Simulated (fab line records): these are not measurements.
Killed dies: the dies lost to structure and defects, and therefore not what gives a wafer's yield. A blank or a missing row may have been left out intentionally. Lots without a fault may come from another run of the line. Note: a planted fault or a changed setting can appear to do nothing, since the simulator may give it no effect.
Split-lot trial | flow sfq-line | 23 wafers read from 5 lots, route of 325 steps

== ABOUT THE SPLIT ==
At SFQ_TRILAYER_M8_LITHO_COAT_193 (resist thk 600 nm), the setting resist-thk-nm was moved away from the recipe's 600 nm on 10 of the 23 wafers read, by -6.0% to +3.2%. All remaining wafers had this setting at the recipe value.

The reading is taken at the split's own step.

== THE READING ==
KrF_of_TRILAYER_M8_LITHO_COAT_193.thk-nm (the simulator's own value, which no gauge read), in nm, at SFQ_TRILAYER_M8_LITHO_COAT_193 (resist thk 600 nm). The file does not state a usual value for it. Here, 13 wafers ran the recipe; their average is 598.9 nm with a standard deviation of 1.2 nm.

wafer  | tool, chamber at the split | resist-thk-nm as run, nm | against the recipe | KrF_of_TRILAYER_M8_LITHO_COAT_193.thk-nm, nm | against lot-mates on the recipe
L074.1 | litho-track-03, 0          | 600                      | recipe             | 597.5                                        | -
L074.2 | litho-track-03, 0          | 584.7                    | -2.5%              | 583.2                                        | -15.8
L074.3 | litho-track-03, 0          | 600                      | recipe             | 600.9                                        | -
L074.5 | litho-track-03, 0          | 584.7                    | -2.5%              | 582.9                                        | -16.1
L074.6 | litho-track-03, 0          | 600                      | recipe             | 598.6                                        | -
L078.1 | litho-track-03, 0          | 600                      | recipe             | 597                                          | -
L078.3 | litho-track-03, 0          | 612.7                    | +2.1%              | 610.1                                        | +12.6
L078.4 | litho-track-03, 0          | 612.7                    | +2.1%              | 611.6                                        | +14.1
L078.5 | litho-track-03, 0          | 600                      | recipe             | 597.9                                        | -
L078.6 | litho-track-03, 0          | 612.7                    | +2.1%              | 611.8                                        | +14.3
L079.1 | litho-track-03, 0          | 600                      | recipe             | 598.4                                        | -
L079.2 | litho-track-03, 0          | 600                      | recipe             | 601.3                                        | -
L079.4 | litho-track-03, 0          | 600                      | recipe             | 599                                          | -
L082.1 | litho-track-03, 0          | 600                      | recipe             | 599.4                                        | -
L082.2 | litho-track-03, 0          | 600                      | recipe             | 599.8                                        | -
L082.3 | litho-track-03, 0          | 619.3                    | +3.2%              | 618.4                                        | +18.9
L082.5 | litho-track-03, 0          | 600                      | recipe             | 599.3                                        | -
L082.6 | litho-track-03, 0          | 619.3                    | +3.2%              | 618.2                                        | +18.7
L083.1 | litho-track-02, 0          | 600                      | recipe             | 597.6                                        | -
L083.2 | litho-track-02, 0          | 564.2                    | -6.0%              | 562.4                                        | -35.7
L083.4 | litho-track-02, 0          | 564.2                    | -6.0%              | 562.5                                        | -35.6
L083.5 | litho-track-02, 0          | 600                      | recipe             | 598.6                                        | -
L083.6 | litho-track-02, 0          | 564.2                    | -6.0%              | 563.4                                        | -34.7

THE FIT
A straight line over all 23 wafers: KrF_of_TRILAYER_M8_LITHO_COAT_193.thk-nm changes by +6.03 nm for each +1% of resist-thk-nm; r = +1.00; the points scatter about the line by 1 nm.
The same after taking each lot's own level away (the mean of its wafers on the recipe; 23 wafers): +5.99 nm for each +1%; r = +1.00; scatter 0.95 nm.
According to that fit, moving resist-thk-nm by its largest amount changes the reading by 36 nm.
Measured against the standard deviation above, the lots' own levels, which go from 597.45 to 599.57 nm, span 1.7 times it.
Hence the lot-to-lot level has little effect on the slope; both slopes agree.
Check: -35.7 nm against its lot-mates is what the line predicts for one of the wafers moved furthest among these (-6.0%) when that wafer is left out of the fit. Against them it came out at -35.7 nm.

== OTHER SPLITS ON THESE WAFERS ==
Note: prior to the reading, these wafers also went through further splits. Each is held against what the fit with the lots' levels taken away leaves over:
other split on the same wafers                    | wafers away from the commonest value | r with KrF_of_TRILAYER_M8_LITHO_COAT_193.thk-nm (lot level and that fit taken away)
SFQ_TRILAYER_I5_LITHO_COAT_144 spin-rpm           | 7                                    | -0.05
SFQ_TRILAYER_C5_LITHO_COAT_151 spin-rpm           | 5                                    | +0.23
SFQ_TRILAYER_C5_BARC_OPEN_VIA_ETCH_210 source-w   | 9                                    | +0.02
SFQ_TRILAYER_M6_LITHO_COAT_159 resist-thk-nm      | 7                                    | -0.22
SFQ_TRILAYER_I6_VIA_LITHO_COAT_174 resist-thk-nm  | 7                                    | +0.23
SFQ_TRILAYER_I6_VIA_BARC_OPEN_VIA_ETCH_235 bias-w | 7                                    | +0.11
SFQ_TRILAYER_M7_LITHO_COAT_177 spin-rpm           | 5                                    | -0.13

== THE FILE'S OWN FIT ==
KrF_of_TRILAYER_M8_LITHO_COAT_193.thk-nm changes by +6 nm for each +1% of resist-thk-nm, r = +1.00.
